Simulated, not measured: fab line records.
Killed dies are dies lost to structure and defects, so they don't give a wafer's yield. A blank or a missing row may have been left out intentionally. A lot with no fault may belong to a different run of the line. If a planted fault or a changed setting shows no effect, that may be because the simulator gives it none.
8D (eight disciplines) problem report, filled in by code + flow sky130 + the parts of the form that need people (team, actions taken, sign-off) are left out

1. PROBLEM STATEMENT
Across 9 wafers from 3 lots, SD_N_RS at SKY_SD_N_RS_MEAS_16 averages 83.23 ohm/sq, while fault-free wafers read 68.44 ohm/sq with a standard deviation of 0.12. That is +99 or more standard deviations from the usual mean.
The step: measures by four-point-probe.
First seen on wafer L105.1, day 33 13:37, on film_metro-04. The record holds 30 wafers of 10 lots with a number at this step. Rule for "out", or "out of limits": more than 4 standard deviations from the usual mean. The rest of the wafers with a number are treated as sound.

2. WHAT IT IS; WHAT IT IS NOT
| question                    | is                     | is not                                                              |
|-----------------------------|------------------------|---------------------------------------------------------------------|
| which readings at this step | SD_N_RS                | -                                                                   |
| which lots                  | L105, L106, L108       | L102, L103, L110, L989, L990, L991, L994                            |
| which wafers of those lots  | all that have a number | -                                                                   |
| read on which gauges        | film_metro-04          | film_metro-01, film_metro-02                                        |
| when                        | from day 33 13:37      | up to then (18 sound wafers); but 3 sound wafers of L110 came after |

3. SUSPECTS, AND WHAT RULES EACH OUT
Counting: a tool at any process step up to the reading remains a suspect when it ran all the lots that are out and ran no sound lot after the first of those.
- ruled out: the gauge at SKY_SD_N_RS_MEAS_16. All the wafers that are out were read on film_metro-04, but those of them that SKY_SD_N_IMPLANT_09 has rows for are out there too, on other tools.
- plasma_asher-04 at SKY_RES_XHIGH_STRIP_08 (strips in O2/N2): kept. All lots that are out passed through it, beginning with L105 at day 32 10:27, and no sound lot followed; its final sound lot before that point was L102 at day 31 13:30.
- implanter-01 at SKY_SD_N_IMPLANT_09: kept. All lots that are out passed through it, beginning with L105 at day 33 12:56, and no sound lot followed; its final sound lot before that point was L102 at day 32 16:53. Out on those wafers are its own readings of beam_on_s, dose_ions_cm2, faraday_current_uA.
The count leaves implanter-01 at SKY_SD_N_IMPLANT_09 and plasma_asher-04 at SKY_RES_XHIGH_STRIP_08.

4. THE CAUSE (what the simulator had put in)
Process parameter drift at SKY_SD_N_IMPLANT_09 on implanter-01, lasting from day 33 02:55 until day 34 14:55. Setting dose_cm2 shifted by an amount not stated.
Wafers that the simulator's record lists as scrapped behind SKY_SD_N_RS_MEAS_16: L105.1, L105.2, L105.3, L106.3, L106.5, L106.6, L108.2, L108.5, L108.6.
Of the 2 suspects that counting leaves, this tool is one.

5. THE EFFECT CHAIN, in route order
One row per reading whose mean, taken over the struck wafers that have a number, lies over 3 standard deviations from the usual. Only readings for which the record gives a usual standard deviation are gone through. hours: the time from each lot's start at the first step in this table that gives one to its start at this step, as a median over the lots. sigmas: the change in usual standard deviations.
| hours | step                | reading                  | usual        | on struck wafers | change     | sigmas      |
|-------|---------------------|--------------------------|--------------|------------------|------------|-------------|
| 0     | SKY_SD_N_IMPLANT_09 | beam_on_s                | 17.0 s       | 10.1             | -6.9       | -11         |
| 0     | SKY_SD_N_IMPLANT_09 | dose_ions_cm2            | 3.999e+15    | 1.665e+15        | -2.334e+15 | -99 or more |
| 0     | SKY_SD_N_IMPLANT_09 | faraday_current_uA       | 12860        | 9029             | -3831      | -8.5        |
| 0     | SKY_SD_N_STRIP_11   | oes_product_au           | 0.527 a.u.   | 0.572            | +0.045     | +9.3        |
| 0     | SKY_SD_N_STRIP_11   | strip_time_to_endpoint_s | 22.56 s      | 19.55            | -3.01      | -81         |
| 1     | SKY_SD_N_RS_MEAS_16 | SD_N_RS                  | 68.44 ohm/sq | 83.23            | +14.79     | +99 or more |
Here are the process steps it includes:
- SKY_SD_N_IMPLANT_09
- SKY_SD_N_STRIP_11: strips in O2/N2.

6. WHAT WOULD HAVE CAUGHT IT SOONER
In this record the first reading out of limits at a measuring or inspecting step was taken at day 33 13:37, 11 hours after the fault began at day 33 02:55.
The tool's own readings at SKY_SD_N_IMPLANT_09 were out on every struck wafer that the step has a row for (beam_on_s, dose_ions_cm2, faraday_current_uA): an alarm limit on them would have fired on the first of those.
Of the lots that are out (3), L106, L108 began SKY_SD_N_IMPLANT_09 on implanter-01 after day 33 13:37. A hold on the tool at that time would have spared those 2.
